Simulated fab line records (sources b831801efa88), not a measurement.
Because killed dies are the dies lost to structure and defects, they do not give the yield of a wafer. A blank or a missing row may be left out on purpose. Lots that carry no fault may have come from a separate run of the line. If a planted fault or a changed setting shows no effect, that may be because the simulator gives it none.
Lot-split experiment    flow sfq-line    route with 325 steps; 5 lots, 23 wafers read

SPLIT DETAILS
At SFQ_TRILAYER_M4_LITHO_PEB_096 (peb time 60 s), the setting peb-temp-c was moved away from the recipe's 115 C on 8 of the 23 wafers read, by -3.2% to -0.9%. All remaining wafers had this setting at the recipe value.

FROM THE SPLIT ON TO THE READING: in between, the file shows 1 step
- SFQ_TRILAYER_M4_LITHO_DEVELOP_095: time 60 s

THE READING
M4.cd-nm (the simulator's own value, which no gauge read), in nm, at SFQ_TRILAYER_M4_BARC_OPEN_METAL_ETCH_123 (etches BARC in O2, target depth 125 nm, time 41.7 s). The file does not state a usual value for it. The 15 wafers here that ran the recipe average 500.4 nm, standard deviation 1.3 nm.

wafer   tool, chamber at the split  peb-temp-c as run, C  against the recipe  M4.cd-nm, nm  against lot-mates on the recipe
L076.1  litho-track-04, 0           115                   recipe              502.7         -
L076.2  litho-track-04, 0           115                   recipe              501.6         -
L076.3  litho-track-04, 0           115                   recipe              502.2         -
L076.4  litho-track-04, 0           113.9                 -1.0%               521.8         +19.6
L076.6  litho-track-04, 0           113.9                 -1.0%               521.9         +19.7
L078.1  litho-track-02, 0           115                   recipe              500.4         -
L078.2  litho-track-02, 0           111.3                 -3.2%               577.9         +77.6
L078.4  litho-track-02, 0           111.3                 -3.2%               577.7         +77.5
L078.5  litho-track-02, 0           111.3                 -3.2%               577.1         +76.9
L078.6  litho-track-02, 0           115                   recipe              500.1         -
L079.2  litho-track-02, 0           115                   recipe              500.3         -
L079.3  litho-track-02, 0           115                   recipe              498.4         -
L079.5  litho-track-02, 0           115                   recipe              499           -
L080.1  litho-track-02, 0           115                   recipe              501.6         -
L080.3  litho-track-02, 0           115                   recipe              500.9         -
L080.4  litho-track-02, 0           115                   recipe              499.8         -
L080.5  litho-track-02, 0           115                   recipe              501.4         -
L080.6  litho-track-02, 0           115                   recipe              499           -
L081.1  litho-track-01, 0           115                   recipe              500.6         -
L081.2  litho-track-01, 0           114                   -0.9%               516.5         +17.0
L081.4  litho-track-01, 0           115                   recipe              498.3         -
L081.5  litho-track-01, 0           114                   -0.9%               516.8         +17.3
L081.6  litho-track-01, 0           114                   -0.9%               519.6         +20.1

FIT RESULTS
A straight line over all 23 wafers: M4.cd-nm changes by -23.8 nm for each +1% of peb-temp-c; r = -1.00; the points scatter about the line by 1.8 nm.
The same after taking each lot's own level away (the mean of its wafers on the recipe; 23 wafers): -23.9 nm for each +1%; r = -1.00; scatter 1.5 nm.
That fit puts the effect of the largest move of peb-temp-c on the reading at 77 nm.
Across the lots, their own levels run from 499.23 to 502.17 nm, a range of 2.3 times the standard deviation given above.
So the lot-to-lot level changes the slope little: the two slopes agree.
Check: for one of the wafers moved furthest among these (-3.2%), held out of the fit, the line's prediction against its lot-mates is +75.7 nm. It came out at +77.6 nm against them.

ADDITIONAL SPLITS CARRIED BY THESE WAFERS
Before the reading, these wafers also passed through other splits. Each is held against what the fit with the lots' levels taken away leaves over:
other split on the same wafers                       wafers away from the commonest value  r with M4.cd-nm (lot level and that fit taken away)
SFQ_TRILAYER_M3_LITHO_PEB_078 peb-temp-c             11                                    +0.05
SFQ_TRILAYER_I3_VIA_LITHO_COAT_090 spin-rpm          8                                     -0.31
SFQ_TRILAYER_I3_VIA_BARC_OPEN_VIA_ETCH_121 source-w  9                                     -0.21
SFQ_TRILAYER_M4_LITHO_COAT_098 spin-rpm              5                                     +0.10

FILE'S OWN FIT
M4.cd-nm changes by -23.6 nm for each +1% of peb-temp-c, r = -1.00.
